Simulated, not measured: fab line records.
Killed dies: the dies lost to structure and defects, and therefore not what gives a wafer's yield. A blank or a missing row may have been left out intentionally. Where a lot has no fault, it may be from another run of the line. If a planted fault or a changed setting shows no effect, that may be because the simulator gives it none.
Lot-split experiment || flow gf180mcu || 5 lots, 23 wafers read, on a route of 602 steps

## THE SPLIT
At GF_V4_COAT_09 (resist thk 1000 nm), the setting resist-thk-nm was moved away from the recipe's 1000 nm on 11 of the 23 wafers read, by -6.0% to +5.9%. The other wafers ran this setting at the recipe's value.

## FROM THE SPLIT TO THE READING: what the file shows between them, 6 steps
- GF_V4_SOFTBAKE_10: time 60 s
- GF_V4_EXPOSE_11: exposes mask Via4, target cd 260 nm
- GF_V4_PEB_12: peb time 90 s
- GF_V4_DEVELOP_13: develop time 60 s
- GF_V4_CD_MEAS_14: target cd 260 nm
- GF_V4_ETCH_17: etches SiO2 in C4F8/O2/Ar, stops on TiN, target depth 630 nm (also split here: source-w)

## THE READING
oes-product-au, in a.u., at GF_V4_STRIP_18 (strips in O2/N2). Fault-free wafers of this fab line usually give 0.593 a.u., standard deviation 0.0052 a.u.

{"wafer": "L074.1", "tool, chamber at the split": "litho-track-03, 0", "resist-thk-nm as run, nm": 1000, "against the recipe": "recipe", "oes-product-au, a.u.": 0.588, "against lot-mates on the recipe": "-"}
{"wafer": "L074.2", "tool, chamber at the split": "litho-track-03, 0", "resist-thk-nm as run, nm": 1000, "against the recipe": "recipe", "oes-product-au, a.u.": 0.592, "against lot-mates on the recipe": "-"}
{"wafer": "L074.4", "tool, chamber at the split": "litho-track-03, 0", "resist-thk-nm as run, nm": 1038, "against the recipe": "+3.8%", "oes-product-au, a.u.": 0.596, "against lot-mates on the recipe": "+0.005"}
{"wafer": "L074.5", "tool, chamber at the split": "litho-track-03, 0", "resist-thk-nm as run, nm": 1000, "against the recipe": "recipe", "oes-product-au, a.u.": 0.594, "against lot-mates on the recipe": "-"}
{"wafer": "L074.6", "tool, chamber at the split": "litho-track-03, 0", "resist-thk-nm as run, nm": 1038, "against the recipe": "+3.8%", "oes-product-au, a.u.": 0.615, "against lot-mates on the recipe": "+0.024"}
{"wafer": "L077.1", "tool, chamber at the split": "litho-track-04, 0", "resist-thk-nm as run, nm": 940.1, "against the recipe": "-6.0%", "oes-product-au, a.u.": 0.566, "against lot-mates on the recipe": -0.022}
{"wafer": "L077.2", "tool, chamber at the split": "litho-track-04, 0", "resist-thk-nm as run, nm": 940.1, "against the recipe": "-6.0%", "oes-product-au, a.u.": 0.566, "against lot-mates on the recipe": -0.022}
{"wafer": "L077.4", "tool, chamber at the split": "litho-track-04, 0", "resist-thk-nm as run, nm": 1000, "against the recipe": "recipe", "oes-product-au, a.u.": 0.587, "against lot-mates on the recipe": "-"}
{"wafer": "L077.5", "tool, chamber at the split": "litho-track-04, 0", "resist-thk-nm as run, nm": 1000, "against the recipe": "recipe", "oes-product-au, a.u.": 0.589, "against lot-mates on the recipe": "-"}
{"wafer": "L077.6", "tool, chamber at the split": "litho-track-04, 0", "resist-thk-nm as run, nm": 940.1, "against the recipe": "-6.0%", "oes-product-au, a.u.": 0.566, "against lot-mates on the recipe": -0.022}
{"wafer": "L079.1", "tool, chamber at the split": "litho-track-03, 0", "resist-thk-nm as run, nm": 1000, "against the recipe": "recipe", "oes-product-au, a.u.": 0.581, "against lot-mates on the recipe": "-"}
{"wafer": "L079.3", "tool, chamber at the split": "litho-track-03, 0", "resist-thk-nm as run, nm": 1000, "against the recipe": "recipe", "oes-product-au, a.u.": 0.591, "against lot-mates on the recipe": "-"}
{"wafer": "L079.6", "tool, chamber at the split": "litho-track-03, 0", "resist-thk-nm as run, nm": 1000, "against the recipe": "recipe", "oes-product-au, a.u.": 0.594, "against lot-mates on the recipe": "-"}
{"wafer": "L078.1", "tool, chamber at the split": "litho-track-03, 0", "resist-thk-nm as run, nm": 1022, "against the recipe": "+2.2%", "oes-product-au, a.u.": 0.594, "against lot-mates on the recipe": "+0.005"}
{"wafer": "L078.2", "tool, chamber at the split": "litho-track-03, 0", "resist-thk-nm as run, nm": 1022, "against the recipe": "+2.2%", "oes-product-au, a.u.": 0.599, "against lot-mates on the recipe": "+0.010"}
{"wafer": "L078.4", "tool, chamber at the split": "litho-track-03, 0", "resist-thk-nm as run, nm": 1000, "against the recipe": "recipe", "oes-product-au, a.u.": 0.591, "against lot-mates on the recipe": "-"}
{"wafer": "L078.5", "tool, chamber at the split": "litho-track-03, 0", "resist-thk-nm as run, nm": 1000, "against the recipe": "recipe", "oes-product-au, a.u.": 0.587, "against lot-mates on the recipe": "-"}
{"wafer": "L078.6", "tool, chamber at the split": "litho-track-03, 0", "resist-thk-nm as run, nm": 1022, "against the recipe": "+2.2%", "oes-product-au, a.u.": 0.592, "against lot-mates on the recipe": "+0.003"}
{"wafer": "L084.1", "tool, chamber at the split": "litho-track-02, 0", "resist-thk-nm as run, nm": 1000, "against the recipe": "recipe", "oes-product-au, a.u.": 0.595, "against lot-mates on the recipe": "-"}
{"wafer": "L084.2", "tool, chamber at the split": "litho-track-02, 0", "resist-thk-nm as run, nm": 1059, "against the recipe": "+5.9%", "oes-product-au, a.u.": 0.612, "against lot-mates on the recipe": "+0.018"}
{"wafer": "L084.3", "tool, chamber at the split": "litho-track-02, 0", "resist-thk-nm as run, nm": 1059, "against the recipe": "+5.9%", "oes-product-au, a.u.": 0.613, "against lot-mates on the recipe": "+0.019"}
{"wafer": "L084.5", "tool, chamber at the split": "litho-track-02, 0", "resist-thk-nm as run, nm": 1059, "against the recipe": "+5.9%", "oes-product-au, a.u.": 0.619, "against lot-mates on the recipe": "+0.025"}
{"wafer": "L084.6", "tool, chamber at the split": "litho-track-02, 0", "resist-thk-nm as run, nm": 1000, "against the recipe": "recipe", "oes-product-au, a.u.": 0.593, "against lot-mates on the recipe": "-"}

FIT RESULTS
A straight line over all 23 wafers: oes-product-au changes by +0.004 a.u. for each +1% of resist-thk-nm; r = +0.95; the points scatter about the line by 0.0047 a.u.
The same after taking each lot's own level away (the mean of its wafers on the recipe; 23 wafers): +0.00357 a.u. for each +1%; r = +0.95; scatter 0.0042 a.u.
On that fit, the largest move of resist-thk-nm shifts the reading by 0.021 a.u.
Measured against the standard deviation above, the lots' own levels, which go from 0.5880 to 0.5940 a.u., span 1.2 times it.
Thus the slope moves with the lot-to-lot level: the two fits are different.
Check: for one of the wafers moved furthest among these (-6.0%), held out of the fit, the line's prediction against its lot-mates is -0.0217 a.u. Against them it came out at -0.022 a.u.

## THESE WAFERS: OTHER SPLITS
Other splits were also applied to these wafers ahead of the reading. Each is held against what the fit with the lots' levels taken away leaves over:
{"other split on the same wafers": "GF_M3_SPUTTER_02 power-w", "wafers away from the commonest value": 8, "r with oes-product-au (lot level and that fit taken away)": "+0.10"}
{"other split on the same wafers": "GF_V3_SPUTTER_22 time-s", "wafers away from the commonest value": 10, "r with oes-product-au (lot level and that fit taken away)": -0.09}
{"other split on the same wafers": "GF_V4_CVD_00 sih4-flow-sccm", "wafers away from the commonest value": 4, "r with oes-product-au (lot level and that fit taken away)": "+0.04"}
{"other split on the same wafers": "GF_V4_ETCH_17 source-w", "wafers away from the commonest value": 5, "r with oes-product-au (lot level and that fit taken away)": -0.33}

## THE WHOLE CHAIN: every reading that the file lists as answering this split, in the file's order
{"step": "GF_V4_COAT_09", "what it does": "resist thk 1000 nm", "reading": "KrF_of_V4_COAT_09.thk-nm (the simulator's own value, which no gauge read)", "change (the file's fit)": "+9.91 nm for each +1% of the setting", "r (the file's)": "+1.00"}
{"step": "GF_V4_CD_MEAS_14", "what it does": "target cd 260 nm", "reading": "cd-nm", "change (the file's fit)": "-0.412 nm for each +1% of the setting", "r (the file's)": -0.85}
{"step": "GF_V4_STRIP_18", "what it does": "strips in O2/N2", "reading": "oes-product-au", "change (the file's fit)": "+0.00361 a.u. for each +1% of the setting", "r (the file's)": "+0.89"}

## FILE'S OWN FIT
oes-product-au changes by +0.00361 a.u. for each +1% of resist-thk-nm, r = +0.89.
